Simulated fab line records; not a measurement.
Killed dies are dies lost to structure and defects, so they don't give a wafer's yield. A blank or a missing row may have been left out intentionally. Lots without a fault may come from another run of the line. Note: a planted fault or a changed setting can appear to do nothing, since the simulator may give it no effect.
Problem report, 8D (eight disciplines) form, completed by code | flow sky130 | the parts of the form that need people (team, actions taken, sign-off) are left out

== 1. PROBLEM STATEMENT ==
Wafers free of any fault read 644 (standard deviation 5.2) for LDD_P_TW at SKY_LDD_P_TW_MEAS_11, against a mean of 404 on 6 wafers of 2 lots. That puts it -46 standard deviations away from the usual mean.
First observed at day 24 13:51: wafer L697.1, on film_metro-01. The record has a number at this step for 36 wafers belonging to 12 lots. Rule for "out" (also "out of limits"): further than 4 standard deviations from the usual mean. All remaining wafers that have a number are taken as sound.

== 2. WHAT IT IS AND WHAT IT IS NOT ==
question                    | is                     | is not
which readings at this step | LDD_P_TW               | -
which lots                  | L697, L698             | L684, L685, L686, L687, L688, L689, L690, L702, L704, L705
which wafers of those lots  | all that have a number | -
read on which gauges        | film_metro-01          | film_metro-02, film_metro-04
when                        | from day 24 13:51      | up to then (21 sound wafers); but 9 sound wafers of L702, L704, L705 came after

== 3. WHAT RULES OUT EACH SUSPECT ==
Counting: any tool at a process step up to the reading is kept as a suspect provided that every lot that is out went through it and no sound lot did after the first of them.
- ruled out: the gauge at SKY_LDD_P_TW_MEAS_11. All the wafers that are out were read on film_metro-01, but those of them that SKY_LDD_P_IMPLANT_09 has rows for are out there too, on other tools.
- implanter-03 at SKY_LDD_P_IMPLANT_09: kept. Every lot that is out went through it, starting with L697 (day 24 13:36), and after that it ran no sound lot; the last sound lot it ran before then is L687 (day 21 01:16). Out on those wafers are its own readings of dose_ions_cm2, faraday_current_uA.
After counting, what remains is implanter-03 at SKY_LDD_P_IMPLANT_09.

== 4. THE CAUSE (what the simulator had put in) ==
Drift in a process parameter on implanter-03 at SKY_LDD_P_IMPLANT_09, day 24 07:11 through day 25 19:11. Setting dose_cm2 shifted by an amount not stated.
The count eliminated every tool but this one.

== 5. THE CHAIN OF EFFECTS, in route order ==
Rows list readings where the struck wafers' mean (over those with a number) sits beyond 3 standard deviations from the usual. Readings are gone through only where the record gives a usual standard deviation; hours: the median, over the lots, of the time from a lot's start at the first step in this table giving one to that lot's start at this step; sigmas: the change measured in usual standard deviations.
hours | step                 | reading            | usual      | on struck wafers | change      | sigmas
0     | SKY_LDD_P_IMPLANT_09 | dose_ions_cm2      | 1.0001e+13 | 2.2367e+12       | -7.7643e+12 | -99 or more
0     | SKY_LDD_P_IMPLANT_09 | faraday_current_uA | 56.4       | 12.6             | -43.8       | -40
0     | SKY_LDD_P_TW_MEAS_11 | LDD_P_TW           | 644        | 404              | -240        | -46
Here are the process steps it includes:
- SKY_LDD_P_IMPLANT_09
Later measuring or inspecting steps at which every struck wafer that the step has a row for has a number for every such reading, and none has moved that far: SKY_CONTACT_THK_MEAS_26.

== 6. WHAT WOULD HAVE CAUGHT IT SOONER ==
The first out-of-limits reading at a measuring or inspecting step in this record came at day 24 13:51, 7 hours after the fault's start at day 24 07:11.
Tool's own readings at SKY_LDD_P_IMPLANT_09, dose_ions_cm2, faraday_current_uA: out on all struck wafers the step has rows for; an alarm limit on them would have tripped on the first.
Among the 2 lots that are out, L698 began SKY_LDD_P_IMPLANT_09 on implanter-03 after day 24 13:51. A hold on the tool at that time would have spared it.
